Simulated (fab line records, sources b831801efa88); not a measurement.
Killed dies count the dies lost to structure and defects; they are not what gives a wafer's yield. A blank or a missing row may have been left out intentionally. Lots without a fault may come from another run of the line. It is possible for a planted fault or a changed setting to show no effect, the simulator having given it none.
2 desks, one fault :: flow sfq_line :: only its own numbers are on each desk; what lay behind them is given at the end

THE TOOL OWNER'S DESK: pvd_sputter-04
The tool's own readings at SFQ_TRILAYER_M4_DEP_SPUTTER_091 (material Nb, target thk 200 nm, time 133.3 s): means of the sampled wafers that have a number, for each lot that ran on this tool. If a lot's mean is further than 4 standard deviations from the usual mean, the lot is out of limits and carries the mark OUT (the distance appears in the brackets).
Columns: A = chamber_pressure_pa at SFQ_TRILAYER_M4_DEP_SPUTTER_091, usual 0.13334 Pa; B = substrate_temp_c at SFQ_TRILAYER_M4_DEP_SPUTTER_091, usual 20.02 C; C = throttle_valve_pct at SFQ_TRILAYER_M4_DEP_SPUTTER_091, usual 29.6 %
lot: L240
first seen here: day 32 16:02
A: 0.13327
B: 19.96
C: 29.4

lot: L241
first seen here: day 33 17:13
A: 0.13348
B: 19.93
C: 29.2

lot: L243
first seen here: day 34 07:46
A: 0.13352
B: 19.88
C: 30.0

lot: L244
first seen here: day 34 16:53
A: 0.13312
B: 19.92
C: 29.2

lot: L245
first seen here: day 36 04:53
A: 0.13338
B: 20.02
C: 30.0

lot: L247
first seen here: day 37 16:10
A: 0.13326
B: 20.07
C: 30.6

lot: L250
first seen here: day 39 23:22
A: 0.10845 (-99 or more) OUT
B: 20.10
C: 32.5

lot: L251
first seen here: day 40 19:53
A: 0.10843 (-99 or more) OUT
B: 19.97
C: 32.4

lot: L253
first seen here: day 41 05:37
A: 0.10837 (-99 or more) OUT
B: 20.12
C: 32.3

lot: L262
first seen here: day 43 22:00
A: 0.13347
B: 20.15
C: 29.6
This desk's finding: out of limits on L250, L251, L253; first on L250, day 39 23:22 (chamber_pressure_pa at SFQ_TRILAYER_M4_DEP_SPUTTER_091). In limits: L240, L241, L243, L244, L245, L247, L262.

METROLOGY DESK
What the gauges read, lot by lot, whatever tool the lot ran on: means of the sampled wafers that have a number. If a lot's mean is further than 4 standard deviations from the usual mean, the lot is out of limits and carries the mark OUT (the distance appears in the brackets).
Columns: A = I6_BOW at SFQ_I6_BOW_MEAS_941, usual 4 um
lot: L239
first seen here: day 72 08:50
A: 22

lot: L240
first seen here: day 72 12:26
A: 7

lot: L241
first seen here: day 72 14:24
A: 15

lot: L243
first seen here: day 72 21:17
A: -4

lot: L244
first seen here: day 72 22:28
A: -1

lot: L245
first seen here: day 73 03:51
A: 10

lot: L246
first seen here: day 73 08:41
A: 4

lot: L247
first seen here: day 73 20:15
A: -5

lot: L250
first seen here: day 80 15:51
A: -5

lot: L251
first seen here: day 80 21:11
A: -19

lot: L253
first seen here: day 81 08:04
A: 11

lot: L254
first seen here: day 81 12:52
A: 1

lot: L260
first seen here: day 82 00:50
A: 2

lot: L261
first seen here: day 82 05:38
A: -8

lot: L262
first seen here: day 82 09:14
A: 27
Result from this desk: across the 15 lots, nothing is out of limits.

PUT TOGETHER
The tool owner's desk had the chance to raise an alarm at day 39 23:22 on L250, L251, L253.
Nothing out of limits was seen by the metrology desk.
The metrology desk has L250, L251, L253 on record, within its limits.
Every lot named ran SFQ_TRILAYER_M4_DEP_SPUTTER_091 on pvd_sputter-04.

WHAT HAD BEEN PUT IN BY THE SIMULATOR
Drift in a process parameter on pvd_sputter-04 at SFQ_TRILAYER_M4_DEP_SPUTTER_091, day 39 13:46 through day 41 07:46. A move of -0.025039 in setting chamber_pressure_pa, from 0.1333. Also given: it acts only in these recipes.
Struck lots among those shown: L250, L251, L253.
Delay in hours, fault start to first out-of-limits reading, by desk: the tool owner's desk at 10.
